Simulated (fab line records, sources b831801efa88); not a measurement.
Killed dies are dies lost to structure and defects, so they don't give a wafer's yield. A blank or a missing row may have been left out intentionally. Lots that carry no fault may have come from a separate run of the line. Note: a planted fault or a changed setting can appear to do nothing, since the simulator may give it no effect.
fab line records	flow sky130
record lots=5	wafers=23
route steps=708 shown POLY_GATE@223 LDD_N@239 LDD_LDN@298 POLY_CUT@310 SD_N@348 LI_CONTACT@369 LOCAL_INTERCONNECT@392
start-h: the number of hours between the record's first day and the start of the first shown wafer of the lot	wait-h: hours from the lot's prior step to this one	" same as the row above	L1.1+2: one row covering several wafers at once	- either no value or no given start	* or withheld: withheld	< > ~ a bound
route shown NAME@n: names a module that has steps shown in the file, with the first one's number in the route	usual: average and standard deviation across the fault-free wafers	same: alike in all rows	chamber/n: place in a boat	sites: each site's reading	_std_site: standard deviation across them	_edge_site: mean of outer sites minus mean of inner sites	radius-mm: for every site, how far away it sits from the centre of the wafer	mask NAME#n: copy n	behind: the most recent tool/chamber to have shaped the wafer	hold: the reason the lot was held/the length of the hold in hours/how it ended	device: the transistor (n, p or np) that didn't switch	end of line: tests run on the same wafers once the route is complete	where a step has no rows: the recipe by itself	killed: count of dies lost to structure and defects at first sort (not the wafer's yield)	map: per-die view of a wafer (x killed, . not killed, _ where there is no die)
set.NAME: setting as actually run; set.NAME@STEP: the setting as run at that earlier step	model.NAME: the simulator's own value behind a step, which no gauge read
lots run with intentionally changed settings; tables by step, rows by wafer
## steps
# step SKY_POLY_GATE_SOFTBAKE_09
# recipe temp-c=100	time-s=90	resist=KrF-thick
lot.wafer	tool	chamber	start-h	wait-h	set.temp-c
L077.1+5	litho-track-04	0	-	-	103.3
L077.2+3+4	"	0	"	"	100
L079.1+3+5	litho-track-04	0	-	-	100
L079.2+4	"	0	"	"	100.9
L080.2+3+4+5+6	litho-track-04	0	-	-	100
L083.1+6	litho-track-04	0	-	-	98.38
L083.3+4+5	"	0	"	"	100
L085.1+2+4	litho-track-04	0	-	-	100
# step SKY_POLY_GATE_EXPOSE_10
# recipe mask-id=P1M	na=0.68	source-shape=conventional	sigma-outer=0.6	target-cd-nm=150	dose-mj=28
# step SKY_POLY_GATE_PEB_11
# recipe peb-temp-c=withheld	peb-time-s=withheld	resist=KrF-thick
# step SKY_POLY_GATE_ETCH_15
# recipe chemistry=N2/H2	target=BARC	ion-energy-ev=200	source-w=500	bias-w=100	pressure-mtorr=30	n2-flow-sccm=100	h2-flow-sccm=200	stop-on=SiO2	time-s=120.4	target-depth-a=1100
# step SKY_POLY_GATE_ETCH_16
# recipe stop-on=poly-Si	chemistry=CH3F/O2	target=Si3N4	source-w=400	bias-w=80	pressure-mtorr=25	ch3f-flow-sccm=40	O2_flow_sccm=30	time-s=147.5	target-depth-a=750
lot.wafer	tool	chamber	start-h	wait-h	set.pressure-mtorr@POLY_GATE_CVD_03	model.etch.depth-nm
L077.1	rie-diel-02	3	399.48	0.0	250	75.01
L077.2+4+5	"	0,1,1	"	"	250	-
L077.3	"	2	"	"	250	75.11
L079.1+2+4	rie-diel-02	3,1,0	419.23	0.0	250	-
L079.3	"	2	"	"	250	75.32
L079.5	"	1	"	"	250	75.43
L080.2+3+4+6	rie-diel-03	0,3,1,2	420.98	0.0	280.8	-
L080.5	"	3	"	"	280.8	77.8
L083.1+4+5	rie-diel-01	0,1,1	474.18	0.0	239	-
L083.3	"	3	"	"	239	74.08
L083.6	"	2	"	"	239	73.3
L085.1	rie-diel-02	3	490.23	0.0	250	75.09
L085.2	"	2	"	"	250	74.5
L085.4	"	1	"	"	250	75.19
# step SKY_LDD_N_COAT_02
# recipe resist=NOVOLAK	spin-rpm=3000	resist-thk-nm=300
lot.wafer	tool	chamber	start-h	wait-h	set.spin-rpm	model.NOVOLAK_of_LDD_N_COAT_02.thk-nm
L077.1	litho-track-01	0	415.39	0.1	3000	300.6
L077.2	"	0	"	"	2881	306.1
L077.3	"	0	"	"	2881	307.1
L077.4	"	0	"	"	3000	300.4
L077.5	"	0	"	"	2881	307.3
L079.1+2	litho-track-01	0	435.44	0.1	3000	300.6
L079.3	"	0	"	"	3000	301.4
L079.4	"	0	"	"	3000	301
L079.5	"	0	"	"	3000	300.3
L080.2	litho-track-04	0	438.71	0.1	3000	299.3
L080.3	"	0	"	"	3000	299.8
L080.4	"	0	"	"	3000	299
L080.5	"	0	"	"	3164	292.5
L080.6	"	0	"	"	3164	291.4
L083.1	litho-track-01	0	490.94	0.1	3000	299.7
L083.3	"	0	"	"	3000	299.2
L083.4	"	0	"	"	3000	300.4
L083.5	"	0	"	"	3000	300.2
L083.6	"	0	"	"	3000	300.1
L085.1	litho-track-01	0	506.79	0.1	3000	300.2
L085.2	"	0	"	"	3000	299.5
L085.4	"	0	"	"	3000	299.3
# step SKY_LDD_N_IMPLANT_08
# recipe species=As	energy-kev=20	dose-cm2=7.5e+13	tilt-deg=withheld	rotation-deg=23
lot.wafer	tool	chamber	start-h	wait-h	set.dose-cm2
L077.1+3+5	implanter-04	0	430.63	0.0	7.5e+13
L077.2+4	"	0	"	"	6.972e+13
L079.1+2+3	implanter-01	0	451.16	0.0	7.862e+13
L079.4+5	"	0	"	"	7.5e+13
L080.2+6	implanter-04	0	454.13	0.0	7.5e+13
L080.3+4+5	"	0	"	"	6.986e+13
L083.1+3+4	implanter-01	0	506.51	0.0	7.266e+13
L083.5+6	"	0	"	"	7.5e+13
L085.1+2+4	implanter-01	0	522.16	0.0	7.5e+13
# step SKY_LDD_N_IMPLANT_09
# recipe species=As	energy-kev=20	dose-cm2=7.5e+13	tilt-deg=withheld	rotation-deg=113
# step SKY_LDD_N_IMPLANT_10
# recipe species=As	energy-kev=20	dose-cm2=7.5e+13	tilt-deg=withheld	rotation-deg=203
# step SKY_LDD_N_IMPLANT_14
# recipe species=BF2	energy-kev=50	dose-cm2=5e+12	tilt-deg=30	rotation-deg=180
# step SKY_LDD_N_IMPLANT_15
# recipe species=BF2	energy-kev=50	dose-cm2=5e+12	tilt-deg=30	rotation-deg=270
# step SKY_LDD_N_STRIP_16
# recipe chemistry=O2/N2	power-w=1400	pressure-mtorr=1500	platen-temp-c=withheld	o2-flow-sccm=3000	n2-flow-sccm=300	overash-fraction=0.5
# usual strip-time-to-endpoint-s=4.311/0.014
lot.wafer	tool	chamber	start-h	wait-h	set.spin-rpm@LDD_N_COAT_02	strip-time-to-endpoint-s
L077.1	plasma-asher-03	1	431.83	0.1	3000	4.316
L077.2	"	0	"	"	2881	4.376
L077.3	"	1	"	"	2881	4.392
L077.4	"	0	"	"	3000	4.320
L077.5	"	0	"	"	2881	4.420
L079.1	plasma-asher-03	1	452.36	0.1	3000	4.318
L079.2	"	0	"	"	3000	4.309
L079.3	"	0	"	"	3000	4.350
L079.4	"	1	"	"	3000	4.339
L079.5	"	0	"	"	3000	4.299
L080.2	plasma-asher-01	1	455.31	0.1	3000	4.305
L080.3	"	1	"	"	3000	4.291
L080.4	"	0	"	"	3000	4.275
L080.5	"	1	"	"	3164	4.210
L080.6	"	0	"	"	3164	4.202
L083.1	plasma-asher-04	0	507.71	0.1	3000	4.314
L083.3	"	1	"	"	3000	4.299
L083.4	"	0	"	"	3000	4.304
L083.5	"	0	"	"	3000	4.322
L083.6	"	1	"	"	3000	4.306
L085.1	plasma-asher-03	1	523.36	0.1	3000	4.311
L085.2	"	0	"	"	3000	4.311
L085.4	"	1	"	"	3000	4.290
# step SKY_LDD_LDN_IMPLANT_09
# recipe species=As	energy-kev=15	dose-cm2=1.25e+13	tilt-deg=withheld	rotation-deg=113
lot.wafer	tool	chamber	start-h	wait-h	set.dose-cm2
L077.1+2+4	implanter-04	0	553.23	0.1	1.25e+13
L077.3+5	"	0	"	"	1.202e+13
L079.1+2+4	implanter-03	0	572.52	0.1	1.193e+13
L079.3+5	"	0	"	"	1.25e+13
L080.2+4+5	implanter-01	0	576.80	0.1	1.191e+13
L080.3+6	"	0	"	"	1.25e+13
L083.1+3	implanter-01	0	627.41	0.1	1.184e+13
L083.4+5+6	"	0	"	"	1.25e+13
L085.1+2+4	implanter-03	0	641.52	0.1	1.25e+13
# step SKY_POLY_CUT_COAT_03
# recipe resist=KrF-thick	spin-rpm=3000	resist-thk-nm=450
lot.wafer	tool	chamber	start-h	wait-h	set.spin-rpm	model.KrF-thick_of_POLY_CUT_COAT_03.thk-nm
L077.1	litho-track-02	0	-	-	3000	450.3
L077.2	"	0	"	"	3000	449.5
L077.3	"	0	"	"	3000	451.5
L077.4	"	0	"	"	3000	451
L077.5	"	0	"	"	3000	450.6
L079.1	litho-track-02	0	-	-	3166	436.4
L079.2	"	0	"	"	3000	447.9
L079.3	"	0	"	"	3000	449.3
L079.4	"	0	"	"	3166	437.3
L079.5	"	0	"	"	3000	447.7
L080.2	litho-track-02	0	-	-	3072	443.1
L080.3	"	0	"	"	3072	443
L080.4	"	0	"	"	3072	442.4
L080.5	"	0	"	"	3000	447.3
L080.6	"	0	"	"	3000	447.6
L083.1	litho-track-03	0	-	-	3209	432.7
L083.3	"	0	"	"	3000	449.5
L083.4	"	0	"	"	3000	447.2
L083.5	"	0	"	"	3209	434
L083.6	"	0	"	"	3209	433.5
L085.1	litho-track-03	0	-	-	3000	450
L085.2	"	0	"	"	3000	449.2
L085.4	"	0	"	"	3000	451.1
# step SKY_POLY_CUT_SOFTBAKE_04
# recipe temp-c=100	time-s=90	resist=KrF-thick
# step SKY_POLY_CUT_EXPOSE_05
# recipe mask-id=NPCM	na=0.8	source-shape=annular	sigma-inner=0.55	sigma-outer=0.85	target-cd-nm=270	dose-mj=32
# step SKY_POLY_CUT_ETCH_10
# recipe chemistry=N2/H2	target=BARC	ion-energy-ev=200	source-w=500	bias-w=100	pressure-mtorr=30	n2-flow-sccm=100	h2-flow-sccm=200	stop-on=SiO2	time-s=45.9	target-depth-a=600
# step SKY_POLY_CUT_ETCH_11
# recipe target=Si3N4	chemistry=CF4/CH2F2/Ar	stop-on=poly-Si	source-w=600	bias-w=150	pressure-mtorr=40	cf4-flow-sccm=40	ch2f2-flow-sccm=20	Ar_flow_sccm=150	time-s=42.5	target-depth-a=600
lot.wafer	tool	chamber	start-h	wait-h	set.dose-cm2@LDD_LDN_IMPLANT_09	model.etch.depth-nm
L077.1	rie-diel-02	0	585.22	0.0	1.25e+13	61.87
L077.2+4	"	2,3	"	"	1.25e+13	-
L077.3	"	1	"	"	1.202e+13	62.14
L077.5	"	1	"	"	1.202e+13	-
L079.1+2+4	rie-diel-03	1,0,2	603.46	0.0	1.193e+13	-
L079.3	"	3	"	"	1.25e+13	62.21
L079.5	"	1	"	"	1.25e+13	62.18
L080.2+4	rie-diel-03	2,3	607.99	0.0	1.191e+13	-
L080.3+6	"	0	"	"	1.25e+13	-
L080.5	"	3	"	"	1.191e+13	64.33
L083.1	rie-diel-04	0	657.72	0.0	1.184e+13	-
L083.3	"	3	"	"	1.184e+13	61.17
L083.4+5	"	2,1	"	"	1.25e+13	-
L083.6	"	0	"	"	1.25e+13	60.55
L085.1	rie-diel-02	0	673.09	0.0	1.25e+13	62.06
L085.2	"	3	"	"	1.25e+13	62.01
L085.4	"	2	"	"	1.25e+13	62.18
# step SKY_POLY_CUT_STRIP_12
# recipe chemistry=O2/N2	power-w=1400	pressure-mtorr=1500	platen-temp-c=withheld	o2-flow-sccm=3000	n2-flow-sccm=300	overash-fraction=0.5
# usual strip-time-to-endpoint-s=5.354/0.02
lot.wafer	tool	chamber	start-h	wait-h	set.spin-rpm@POLY_CUT_COAT_03	strip-time-to-endpoint-s
L077.1	plasma-asher-03	1	585.26	0.0	3000	5.348
L077.2	"	0	"	"	3000	5.365
L077.3	"	0	"	"	3000	5.349
L077.4	"	1	"	"	3000	5.358
L077.5	"	0	"	"	3000	5.367
L079.1	plasma-asher-01	0	603.50	0.0	3166	5.216
L079.2	"	1	"	"	3000	5.334
L079.3	"	1	"	"	3000	5.343
L079.4	"	0	"	"	3166	5.216
L079.5	"	1	"	"	3000	5.326
L080.2	plasma-asher-01	0	608.03	0.0	3072	5.291
L080.3	"	1	"	"	3072	5.256
L080.4	"	0	"	"	3072	5.298
L080.5	"	0	"	"	3000	5.329
L080.6	"	1	"	"	3000	5.335
L083.1	plasma-asher-01	1	657.77	0.0	3209	5.187
L083.3	"	1	"	"	3000	5.354
L083.4	"	0	"	"	3000	5.342
L083.5	"	0	"	"	3209	5.191
L083.6	"	1	"	"	3209	5.189
L085.1	plasma-asher-02	1	673.13	0.0	3000	5.350
L085.2	"	0	"	"	3000	5.332
L085.4	"	1	"	"	3000	5.366
# step SKY_SD_N_DEVELOP_06
# recipe resist=NOVOLAK	developer=TMAH	develop-time-s=60	dev-temp-c=23
lot.wafer	tool	chamber	start-h	wait-h	set.develop-time-s
L077.1+3	litho-track-04	0	671.49	0.1	52.21
L077.2+4+5	"	0	"	"	60
L079.1+2	litho-track-04	0	689.94	0.1	51.29
L079.3+4+5	"	0	"	"	60
L080.2+3+6	litho-track-02	0	693.75	0.1	60
L080.4+5	"	0	"	"	64.12
L083.1+3	litho-track-02	0	742.17	0.1	60
L083.4+5+6	"	0	"	"	67.48
L085.1+2+4	litho-track-01	0	755.49	0.1	60
# step SKY_SD_N_CD_MEAS_07
# recipe target-cd-nm=380
# usual cd-nm=379.3/2.4
lot.wafer	tool	chamber	start-h	wait-h	set.develop-time-s@SD_N_DEVELOP_06	cd-nm
L077.1	cd-sem-02	-	671.64	0.1	52.21	365.7
L077.2	"	-	"	"	60	380.8
L077.3	"	-	"	"	52.21	366.7
L077.4	"	-	"	"	60	381.4
L077.5	"	-	"	"	60	381.7
L079.1	cd-sem-02	-	690.09	0.1	51.29	364.6
L079.2	"	-	"	"	51.29	365.2
L079.3	"	-	"	"	60	381.6
L079.4	"	-	"	"	60	381.9
L079.5	"	-	"	"	60	380.3
L080.2	cd-sem-01	-	693.89	0.1	60	377.9
L080.3	"	-	"	"	60	379.1
L080.4	"	-	"	"	64.12	385.4
L080.5	"	-	"	"	64.12	385.2
L080.6	"	-	"	"	60	378.6
L083.1	cd-sem-01	-	742.32	0.1	60	377.3
L083.3	"	-	"	"	60	379.7
L083.4	"	-	"	"	67.48	386.9
L083.5	"	-	"	"	67.48	389.0
L083.6	"	-	"	"	67.48	390.7
L085.1	cd-sem-02	-	755.64	0.1	60	382.3
L085.2	"	-	"	"	60	381.1
L085.4	"	-	"	"	60	383.8
# step SKY_SD_N_IMPLANT_10
# recipe species=P	energy-kev=20	dose-cm2=1e+14	tilt-deg=0
lot.wafer	tool	chamber	start-h	wait-h	set.energy-kev	model.implant.drp-nm
L077.1+2+3	implanter-01	0	671.94	0.1	19.57	12.83
L077.4+5	"	0	"	"	20	13
L079.1+2+4	implanter-01	0	690.39	0.1	19.26	12.71
L079.3+5	"	0	"	"	20	13
L080.2+4+5	implanter-01	0	694.20	0.1	20	13
L080.3+6	"	0	"	"	20.55	13.21
L083.1+3+4+5+6	implanter-02	0	742.63	0.1	20	13
L085.1+2+4	implanter-04	0	755.95	0.1	20	13
# step SKY_LI_CONTACT_COAT_07
# recipe resist=KrF-thick	spin-rpm=3000	resist-thk-nm=450
lot.wafer	tool	chamber	start-h	wait-h	set.spin-rpm	model.KrF-thick_of_LI_CONTACT_COAT_07.thk-nm
L077.1	litho-track-04	0	-	-	2818	463.8
L077.2	"	0	"	"	3000	449.2
L077.3	"	0	"	"	3000	449
L077.4	"	0	"	"	2818	464.1
L077.5	"	0	"	"	3000	449.6
L079.1	litho-track-03	0	-	-	3000	448.2
L079.2+4	"	0	"	"	2929	455
L079.3	"	0	"	"	3000	450.2
L079.5	"	0	"	"	3000	449.4
L080.2	litho-track-03	0	-	-	3188	436.9
L080.3	"	0	"	"	3188	437
L080.4	"	0	"	"	3000	450.8
L080.5	"	0	"	"	3188	436.3
L080.6	"	0	"	"	3000	450.6
L083.1	litho-track-04	0	-	-	3000	450.1
L083.3	"	0	"	"	3125	441.3
L083.4	"	0	"	"	3125	441.5
L083.5	"	0	"	"	3000	449.9
L083.6	"	0	"	"	3125	440.4
L085.1	litho-track-03	0	-	-	3000	447.3
L085.2	"	0	"	"	3000	445.4
L085.4	"	0	"	"	3000	446.5
# step SKY_LI_CONTACT_SOFTBAKE_08
# recipe temp-c=100.9	time-s=90	resist=KrF-thick
# step SKY_LI_CONTACT_EXPOSE_09
# recipe mask-id=LICM1	na=0.8	source-shape=annular	sigma-inner=0.55	sigma-outer=0.85	target-cd-nm=170	dose-mj=38
# step SKY_LI_CONTACT_ETCH_14
# recipe chemistry=N2/H2	target=BARC	ion-energy-ev=200	source-w=500	bias-w=100	pressure-mtorr=30	n2-flow-sccm=100	h2-flow-sccm=200	stop-on=SiO2	time-s=45.9	target-depth-a=600
# step SKY_LI_CONTACT_ETCH_15
# recipe target=PSG	chemistry=C4F8/O2/Ar	stop-on=Si	taper-deg=4.15	mask-material=KrF-thick	source-w=1500	bias-w=1200	pressure-mtorr=40	c4f8-flow-sccm=withheld	O2_flow_sccm=6	Ar_flow_sccm=300	time-s=withheld	target-depth-a=6000
lot.wafer	tool	chamber	start-h	wait-h	set.spin-rpm@LI_CONTACT_COAT_07	model.KrF-thick_of_LI_CONTACT_COAT_07.thk-nm
L077.1	rie-diel-02	2	701.49	0.0	2818	254.3
L077.2	"	1	"	"	3000	234.2
L077.3	"	3	"	"	3000	231.4
L077.4	"	0	"	"	2818	247
L077.5	"	3	"	"	3000	231.1
L079.1	rie-diel-01	1	719.97	0.0	3000	232.2
L079.2	"	2	"	"	2929	235
L079.3	"	3	"	"	3000	226.9
L079.4	"	0	"	"	2929	235.9
L079.5	"	3	"	"	3000	226.6
L080.2	rie-diel-04	1	723.98	0.0	3188	219.2
L080.3	"	0	"	"	3188	219.3
L080.4	"	3	"	"	3000	226.8
L080.5	"	2	"	"	3188	215
L080.6	"	1	"	"	3000	234.9
L083.1+5	rie-diel-02	0,1	771.12	0.0	3000	236
L083.3	"	3	"	"	3125	227.3
L083.4	"	1	"	"	3125	227.5
L083.6	"	0	"	"	3125	225.8
L085.1	rie-diel-01	3	783.79	0.0	3000	225.4
L085.2	"	0	"	"	3000	226
L085.4	"	1	"	"	3000	231.8
# step SKY_LI_CONTACT_STRIP_16
# recipe chemistry=O2/N2	power-w=1400	pressure-mtorr=1500	platen-temp-c=withheld	o2-flow-sccm=3000	n2-flow-sccm=300	overash-fraction=0.5
# usual strip-time-to-endpoint-s=3.49/0.043
lot.wafer	tool	chamber	start-h	wait-h	set.spin-rpm@LI_CONTACT_COAT_07	strip-time-to-endpoint-s
L077.1	plasma-asher-01	0	701.57	-	2818	3.73
L077.2	"	1	"	"	3000	3.52
L077.3	"	0	"	"	3000	3.49
L077.4	"	1	"	"	2818	3.67
L077.5	"	0	"	"	3000	3.48
L079.1	plasma-asher-03	1	720.06	-	3000	3.51
L079.2	"	0	"	"	2929	3.53
L079.3	"	0	"	"	3000	3.45
L079.4	"	1	"	"	2929	3.54
L079.5	"	1	"	"	3000	3.44
L080.2	plasma-asher-01	1	724.06	-	3188	3.38
L080.3	"	0	"	"	3188	3.36
L080.4	"	1	"	"	3000	3.45
L080.5	"	1	"	"	3188	3.31
L080.6	"	0	"	"	3000	3.53
L083.1	plasma-asher-01	1	771.21	-	3000	3.53
L083.3	"	0	"	"	3125	3.45
L083.4	"	1	"	"	3125	3.46
L083.5	"	1	"	"	3000	3.54
L083.6	"	0	"	"	3125	3.42
L085.1	plasma-asher-02	1	783.87	-	3000	3.43
L085.2	"	0	"	"	3000	3.44
L085.4	"	1	"	"	3000	3.50
# step SKY_LI_CONTACT_CVD_21
# recipe material=W	target-thk-nm=400	time-s=120.56	temp-c=400	pressure-torr=40
lot.wafer	tool	chamber	start-h	wait-h	set.pressure-torr	model.W_of_LI_CONTACT_CVD_21.thk-nm
L077.1	cvd-w-02	1	702.00	0.0	42.64	404.5
L077.2	"	0	"	"	42.64	424.1
L077.3	"	0	"	"	42.64	418.2
L077.4	"	1	"	"	42.64	405
L077.5	"	1	"	"	42.64	402.9
L079.1	cvd-w-02	0	720.49	0.0	40	400.1
L079.2	"	1	"	"	40	392.4
L079.3	"	1	"	"	40	394.8
L079.4	"	0	"	"	40	406.5
L079.5	"	0	"	"	40	406.3
L080.2	cvd-w-02	0	724.49	0.0	37.14	392.4
L080.3	"	0	"	"	37.14	392.1
L080.4	"	1	"	"	37.14	380.2
L080.5	"	1	"	"	37.14	377.3
L080.6	"	0	"	"	37.14	390.9
L083.1	cvd-w-01	0	771.64	0.0	36.31	386.2
L083.3	"	0	"	"	36.31	383.6
L083.4	"	1	"	"	36.31	372.5
L083.5	"	0	"	"	36.31	378.4
L083.6	"	1	"	"	36.31	378
L085.1	cvd-w-01	1	784.32	0.0	40	394.5
L085.2	"	0	"	"	40	395.6
L085.4	"	0	"	"	40	397.5
# step SKY_LOCAL_INTERCONNECT_COAT_05
# recipe resist=BARC	temp-c=withheld	time-s=withheld	spin-rpm=3000	resist-thk-nm=60
lot.wafer	tool	chamber	start-h	wait-h	set.resist-thk-nm
L077.1+2+5	litho-track-03	0	716.38	0.1	62.18
L077.3+4	"	0	"	"	60
L079.1+2+3	litho-track-03	0	734.88	0.1	56.55
L079.4+5	"	0	"	"	60
L080.2+3+4+5+6	litho-track-01	0	739.17	0.1	60
L083.1+6	litho-track-02	0	784.67	0.1	62.27
L083.3+4+5	"	0	"	"	60
L085.1+2+4	litho-track-01	0	798.29	0.1	60
# step SKY_LOCAL_INTERCONNECT_COAT_06
# recipe resist=KrF-thick	spin-rpm=3000	resist-thk-nm=450
# step SKY_LOCAL_INTERCONNECT_SOFTBAKE_07
# recipe temp-c=100	time-s=90	resist=KrF-thick
# step SKY_LOCAL_INTERCONNECT_ETCH_13
# recipe chemistry=N2/H2	target=BARC	ion-energy-ev=200	bias-w=100	pressure-mtorr=30	n2-flow-sccm=100	h2-flow-sccm=200	icp-w=500	stop-on=SiO2	time-s=45.9	target-depth-a=600
# usual oes-product-au=0.854/0.0048
lot.wafer	tool	chamber	start-h	wait-h	set.resist-thk-nm@LOCAL_INTERCONNECT_COAT_05	oes-product-au	model.etch.depth-nm
L077.1	rie-metal-03	0	730.88	0.0	62.18	0.877	62.24
L077.2	"	0	"	"	62.18	0.880	-
L077.3	"	0	"	"	60	0.850	59.97
L077.4	"	0	"	"	60	0.851	-
L077.5	"	0	"	"	62.18	0.875	-
L079.1	rie-metal-01	1	749.50	0.0	56.55	0.822	-
L079.2	"	0	"	"	56.55	0.821	-
L079.3	"	1	"	"	56.55	0.822	56.63
L079.4	"	0	"	"	60	0.843	-
L079.5	"	0	"	"	60	0.852	60.11
L080.2	rie-metal-02	1	753.26	0.0	60	0.861	-
L080.3	"	0	"	"	60	0.852	-
L080.4	"	1	"	"	60	0.854	-
L080.5	"	1	"	"	60	0.850	59.9
L080.6	"	0	"	"	60	0.851	-
L083.1	rie-metal-03	1	798.93	0.0	62.27	0.876	-
L083.3	"	0	"	"	60	0.852	59.86
L083.4	"	1	"	"	60	0.853	-
L083.5	"	0	"	"	60	0.859	-
L083.6	"	1	"	"	62.27	0.871	62.13
L085.1	rie-metal-02	1	812.40	0.0	60	0.855	59.95
L085.2	"	0	"	"	60	0.862	60
L085.4	"	1	"	"	60	0.860	60.08
## key
split step=SKY_POLY_GATE_SOFTBAKE_09	setting=temp-c	stated=100	by=wafer
response none clear
split step=SKY_LDD_N_COAT_02	setting=spin-rpm	stated=3000	by=wafer
response step=SKY_LDD_N_COAT_02	reading=model.NOVOLAK_of_LDD_N_COAT_02.thk-nm	change=-1.43	per=1%	r=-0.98
response step=SKY_LDD_N_STRIP_16	reading=strip-time-to-endpoint-s	change=*	per=1%	r=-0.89
split step=SKY_LDD_N_IMPLANT_08	setting=dose-cm2	stated=7.5e+13	by=wafer
response none clear
split step=SKY_LDD_LDN_IMPLANT_09	setting=dose-cm2	stated=1.25e+13	by=wafer
response step=SKY_POLY_CUT_ETCH_11	reading=model.etch.depth-nm	change=-0.101	per=1%	r=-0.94
split step=SKY_POLY_CUT_COAT_03	setting=spin-rpm	stated=3000	by=wafer
response step=SKY_POLY_CUT_COAT_03	reading=model.KrF-thick_of_POLY_CUT_COAT_03.thk-nm	change=-2.1	per=1%	r=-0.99
response step=SKY_POLY_CUT_STRIP_12	reading=strip-time-to-endpoint-s	change=*	per=1%	r=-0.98
split step=SKY_SD_N_DEVELOP_06	setting=develop-time-s	stated=60	by=wafer
response step=SKY_SD_N_CD_MEAS_07	reading=cd-nm	change=+1.05	per=1%	r=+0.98
split step=SKY_SD_N_IMPLANT_10	setting=energy-kev	stated=20	by=wafer
response step=SKY_SD_N_IMPLANT_10	reading=model.implant.drp-nm	change=+0.0787	per=1%	r=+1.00
split step=SKY_LI_CONTACT_COAT_07	setting=spin-rpm	stated=3000	by=wafer
response step=SKY_LI_CONTACT_COAT_07	reading=model.KrF-thick_of_LI_CONTACT_COAT_07.thk-nm	change=-2.3	per=1%	r=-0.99
response step=SKY_LI_CONTACT_ETCH_15	reading=model.KrF-thick_of_LI_CONTACT_COAT_07.thk-nm	change=-2.5	per=1%	r=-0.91
response step=SKY_LI_CONTACT_STRIP_16	reading=strip-time-to-endpoint-s	change=*	per=1%	r=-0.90
split step=SKY_LI_CONTACT_CVD_21	setting=pressure-torr	stated=40	by=lot
response step=SKY_LI_CONTACT_CVD_21	reading=model.W_of_LI_CONTACT_CVD_21.thk-nm	change=+1.9	per=1%	r=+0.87
split step=SKY_LOCAL_INTERCONNECT_COAT_05	setting=resist-thk-nm	stated=60	by=wafer
response step=SKY_LOCAL_INTERCONNECT_ETCH_13	reading=oes-product-au	change=+0.00524	per=1%	r=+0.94
response step=SKY_LOCAL_INTERCONNECT_ETCH_13	reading=model.etch.depth-nm	change=+0.608	per=1%	r=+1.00
split outside-this-file step=SKY_POLY_GATE_CVD_03 setting=pressure-mtorr
# split outside-this-file: this setting was split too, and the file shows its column; the key of that split is in another file
